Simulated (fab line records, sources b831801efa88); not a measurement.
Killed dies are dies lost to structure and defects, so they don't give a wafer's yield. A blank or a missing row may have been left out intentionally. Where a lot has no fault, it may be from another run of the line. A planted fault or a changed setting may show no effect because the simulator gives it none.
Struck lot and sound lot, side by side | flow sky130 | 15 steps out of a route of 708
Sound: these wafers, L878.1, L878.3, L878.6. Struck: wafers L868.3, L868.4, L868.6. At the end, the cause is stated.
Order at every step that has rows: each side's tool, ch and its chambers, its first start. Under that, the readings that differ: sound wafers | struck wafers | difference of the means | sigmas: that difference in standard deviations of wafers without a fault.
alike: same words and numbers on both sides, and readings whose means sit less than 2 such deviations apart. not compared: any withheld reading, any reading some wafer has no value for, any bound like >300 that may hide the same value, and any number with overlapping values for which the record gives no deviation.
A row with sigmas, a row that says differs or no value, or rows on one side alone: a step with any of these is where the two part. Numbers that don't overlap but have no deviation are shown without sigmas and don't part them. Lack of a reading on every wafer of one side parts them only where that side has two or more wafers.

first, 4 steps without rows for these wafers: SKY_FIELD_ISO_SOFTBAKE_09 (time 90 s); SKY_FIELD_ISO_EXPOSE_10 (exposes mask FOM, target cd 150 nm); SKY_FIELD_ISO_PEB_11; SKY_FIELD_ISO_DEVELOP_12 (develop time 60 s).
SKY_FIELD_ISO_CD_MEAS_13 targets a cd of 150 nm.
  sound on cd sem-01 at day 5 07:04; struck on cd sem-01 at day 3 04:19
  alike: cd nm
SKY_FIELD_ISO_ETCH_14: etches BARC in N2/H2, stops on SiO2, time 45.9 s, target depth 60 nm.
  sound on rie diel-01 ch 0,2,3, day 5 07:11; struck on rie diel-01 ch 0,1,2, day 3 04:23
  alike: bias w, chamber pressure mTorr, drypump motor current A, oes product au, throttle valve pct
  not compared: rf hours counter h
SKY_FIELD_ISO_ETCH_15: etches the open film in CHF3/O2, stops on Si, target depth 180 nm, time 72 s.
  sound on rie diel-01 ch 0,2,3, day 5 07:14; struck on rie diel-01 ch 0,1,2, day 3 04:26
  reading             | sound             | struck            | difference | sigmas
  O2_flow_sccm (sccm) | 4.999 4.984 4.971 | 5.008 5.023 5.040 | +0.039     | +3
  alike: bias w, drypump motor current A, oes product au, throttle valve pct
  not compared: rf hours counter h
SKY_FIELD_ISO_STRIP_16: strips in O2/N2.
  sound on plasma asher-03 ch 0,1, day 5 07:17; struck on plasma asher-04 ch 0,1, day 3 04:31
  alike: drypump motor current A, o2 flow sccm, oes product au, strip time to endpoint s
  not compared: rf hours counter h
SKY_FIELD_ISO_ETCH_17: etches Si in HBr/Cl2/O2, target depth 342 nm, time 97.7 s.
  sound on rie si-01 ch 1,2, day 5 07:23; struck on rie si-01 ch 0,2, day 3 04:35
  alike: HBr_flow_sccm, O2_flow_sccm, bias w, drypump motor current A, oes product au, throttle valve pct
  not compared: rf hours counter h
then, 3 steps without rows for these wafers: SKY_FIELD_ISO_WET_ETCH_18 (etches Si3N4 in H3PO4, target depth 25 nm, time 286 s); SKY_FIELD_ISO_CLEAN_19 (cleans in SC1/SC2, time 150 s); SKY_FIELD_ISO_CLEAN_20 (cleans in dHF, time 20 s).
SKY_FIELD_ISO_WET_ETCH_21: etches SiO2 in dHF, target depth 20 nm, time 400 s.
  sound on wet bench-04 ch 0, day 5 07:37; struck on wet bench-02 ch 2, day 3 04:50
  no value came back on the struck wafers for bath heat duty pct (%), run length s (s); on the sound wafers bath heat duty pct (%) reads 6.1 7.4 7.1
then, 1 step without rows for these wafers: SKY_FIELD_ISO_OXIDATION_22 (stabilise 600 s, purge 300 s, target thk 10 nm).
-- here the record skips 43 days between the struck wafers' starts before and after, leaving off in module FIELD_ISO and picking up in module PAD_OPEN (first step shown: number 708 of the route) --
SKY_PAD_OPEN_PROBE_99:
  sound on prober-01 at day 48 21:23; struck on prober-01 at day 46 16:28
  reading             | sound    | struck      | difference | sigmas
  killed at front end | 21 21 7  | 425 430 422 | +409       | +99 or more
  killed dies         | 98 94 77 | 492 492 492 | +402       | +40
  killed on rim       | 13 10 19 | 96 96 96    | +82        | +22
  alike: killed_at_M0_to_M3, killed_at_M4_up, killed at contacts, killed at other, killed open, killed short

== WHERE THEY PART ==
First at SKY_FIELD_ISO_ETCH_15; last, within this record, at SKY_PAD_OPEN_PROBE_99.

WHY: what the simulator had put in
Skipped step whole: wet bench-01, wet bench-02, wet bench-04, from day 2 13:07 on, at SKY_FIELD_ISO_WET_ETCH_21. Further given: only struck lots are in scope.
